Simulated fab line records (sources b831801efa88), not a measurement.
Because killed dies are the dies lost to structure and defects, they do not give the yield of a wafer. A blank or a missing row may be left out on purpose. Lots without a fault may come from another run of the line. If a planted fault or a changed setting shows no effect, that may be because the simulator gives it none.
Commonality check across tools / flow sky130 / Lots sampled 10, wafers sampled 36

## WHY IT WAS OPENED
Flagged at SKY_METAL1_CD_MEAS_15: reading cd nm, on 2 of 10 lots. No-fault wafers: 140.5 nm, standard deviation 2.1.
Rule: a lot gets a flag if all its wafers with a number sit over 4 standard deviations from that mean, or if no wafer of it has a number. All remaining lots are regarded as sound.

lot=L838; measured=day 33 02:39; on=cd sem-01; cd nm (nm), wafer by wafer=141.2 139.6 140.6; flag=
lot=L839; measured=day 33 02:52; on=cd sem-02; cd nm (nm), wafer by wafer=144.7 145.1 144.2; flag=
lot=L842; measured=day 34 12:41; on=cd sem-01; cd nm (nm), wafer by wafer=142.7 139.2 141.1; flag=
lot=L843; measured=day 35 18:35; on=cd sem-01; cd nm (nm), wafer by wafer=136.2 138.0 139.1; flag=
lot=L845; measured=day 35 18:49; on=cd sem-01; cd nm (nm), wafer by wafer=140.0 140.6 140.9; flag=
lot=L846; measured=day 35 21:13; on=cd sem-01; cd nm (nm), wafer by wafer=143.5 142.6 141.7; flag=
lot=L849; measured=day 37 01:35; on=cd sem-01; cd nm (nm), wafer by wafer=144.5 143.2 144.9; flag=
lot=L852; measured=day 37 22:50; on=cd sem-02; cd nm (nm), wafer by wafer=138.6 138.2 138.0; flag=
lot=L859; measured=day 39 19:25; on=cd sem-02; cd nm (nm), wafer by wafer=159.0 158.8 158.3 158.7 158.7 158.6; flag=FLAGGED
lot=L861; measured=day 40 01:12; on=cd sem-02; cd nm (nm), wafer by wafer=159.3 160.3 159.7 159.0 160.1 159.9; flag=FLAGGED
Average over the flagged lots: 159.2 nm; offset from the usual +18.7 nm, equal to +9 standard deviations.

## LOT BY LOT: THE TOOL USED
2 process steps preceding the reading are held in the record, out of 708 steps in the route. Every cell lists first the tool, next ch and the chambers used by the sampled wafers, and last the start.
lot=L838; flag=; SKY_CONTACT_ETCH_17=rie diel-02 ch 0,1,2, day 31 22:05; SKY_METAL1_EXPOSE_12=krf scanner-01 ch 0, day 32 13:34
lot=L839; flag=; SKY_CONTACT_ETCH_17=rie diel-01 ch 0,2,3, day 31 22:13; SKY_METAL1_EXPOSE_12=krf scanner-02 ch 0, day 32 13:46
lot=L842; flag=; SKY_CONTACT_ETCH_17=rie diel-03 ch 0,3, day 33 08:10; SKY_METAL1_EXPOSE_12=krf scanner-02 ch 0, day 33 23:58
lot=L843; flag=; SKY_CONTACT_ETCH_17=rie diel-03 ch 1,2, day 33 20:07; SKY_METAL1_EXPOSE_12=krf scanner-01 ch 0, day 34 10:48
lot=L845; flag=; SKY_CONTACT_ETCH_17=rie diel-02 ch 0,1,3, day 33 20:56; SKY_METAL1_EXPOSE_12=krf scanner-02 ch 0, day 34 11:17
lot=L846; flag=; SKY_CONTACT_ETCH_17=rie diel-01 ch 0,1,3, day 34 05:08; SKY_METAL1_EXPOSE_12=krf scanner-01 ch 0, day 34 20:05
lot=L849; flag=; SKY_CONTACT_ETCH_17=rie diel-03 ch 0,2,3, day 35 23:56; SKY_METAL1_EXPOSE_12=krf scanner-01 ch 0, day 36 13:17
lot=L852; flag=; SKY_CONTACT_ETCH_17=rie diel-03 ch 0,1,2, day 36 20:32; SKY_METAL1_EXPOSE_12=krf scanner-01 ch 0, day 37 09:35
lot=L859; flag=FLAGGED; SKY_CONTACT_ETCH_17=rie diel-03 ch 0,1,3, day 38 17:11; SKY_METAL1_EXPOSE_12=krf scanner-02 ch 0, day 39 07:06
lot=L861; flag=FLAGGED; SKY_CONTACT_ETCH_17=rie diel-03 ch 1,3, day 38 23:02; SKY_METAL1_EXPOSE_12=krf scanner-02 ch 0, day 39 11:11
These steps, and what they do:
- SKY_CONTACT_ETCH_17: etches SiO2 in C4F8/O2/Ar, stops on Si3N4, target depth 340 nm.
- SKY_METAL1_EXPOSE_12: exposes mask MM1, target cd 140 nm.
- SKY_METAL1_CD_MEAS_15: target cd 140 nm.

## FLAGGED AGAINST TOTAL, ONE TOOL AT A TIME (gauges that did the reading follow at the end)
step=SKY_CONTACT_ETCH_17; tool=rie diel-01; lots run=2; flagged=0; share of the flagged lots=none; sound lots run after its first flagged lot=-
step=SKY_CONTACT_ETCH_17; tool=rie diel-02; lots run=2; flagged=0; share of the flagged lots=none; sound lots run after its first flagged lot=-
step=SKY_CONTACT_ETCH_17; tool=rie diel-03; lots run=6; flagged=2; share of the flagged lots=all; sound lots run after its first flagged lot=0
step=SKY_METAL1_EXPOSE_12; tool=krf scanner-01; lots run=5; flagged=0; share of the flagged lots=none; sound lots run after its first flagged lot=-
step=SKY_METAL1_EXPOSE_12; tool=krf scanner-02; lots run=5; flagged=2; share of the flagged lots=all; sound lots run after its first flagged lot=0
step=SKY_METAL1_CD_MEAS_15; tool=cd sem-01; lots run=6; flagged=0; share of the flagged lots=none; sound lots run after its first flagged lot=-
step=SKY_METAL1_CD_MEAS_15; tool=cd sem-02; lots run=4; flagged=2; share of the flagged lots=all; sound lots run after its first flagged lot=0

## WHAT THE TABLE PERMITS
Every flagged lot was run by 3 rows of the table: rie diel-03 at SKY_CONTACT_ETCH_17, krf scanner-02 at SKY_METAL1_EXPOSE_12 and cd sem-02 at SKY_METAL1_CD_MEAS_15.
- rie diel-03 at SKY_CONTACT_ETCH_17: 2 of its 6 lots flagged. Last sound lot L852 at day 36 20:32, first flagged lot L859 at day 38 17:11; a fault beginning in between fits.
- krf scanner-02 at SKY_METAL1_EXPOSE_12: 2 of its 5 lots flagged. Last sound lot L845 at day 34 11:17, first flagged lot L859 at day 39 07:06; a fault beginning in between fits. Its own readings lie more than 4 standard deviations out on every wafer of the flagged lots: exposure dose mJ cm2.
- cd sem-02 at SKY_METAL1_CD_MEAS_15: 2 of its 4 lots flagged. Last sound lot L852 at day 37 22:50, first flagged lot L859 at day 39 19:25; a fault beginning in between fits.
Because each of these 3 tools fits a fault that began at some hour, counting lots does not separate them. More lots, or a look at what each step does to the wafer, might.

## WHAT THE SIMULATOR HAD INSERTED
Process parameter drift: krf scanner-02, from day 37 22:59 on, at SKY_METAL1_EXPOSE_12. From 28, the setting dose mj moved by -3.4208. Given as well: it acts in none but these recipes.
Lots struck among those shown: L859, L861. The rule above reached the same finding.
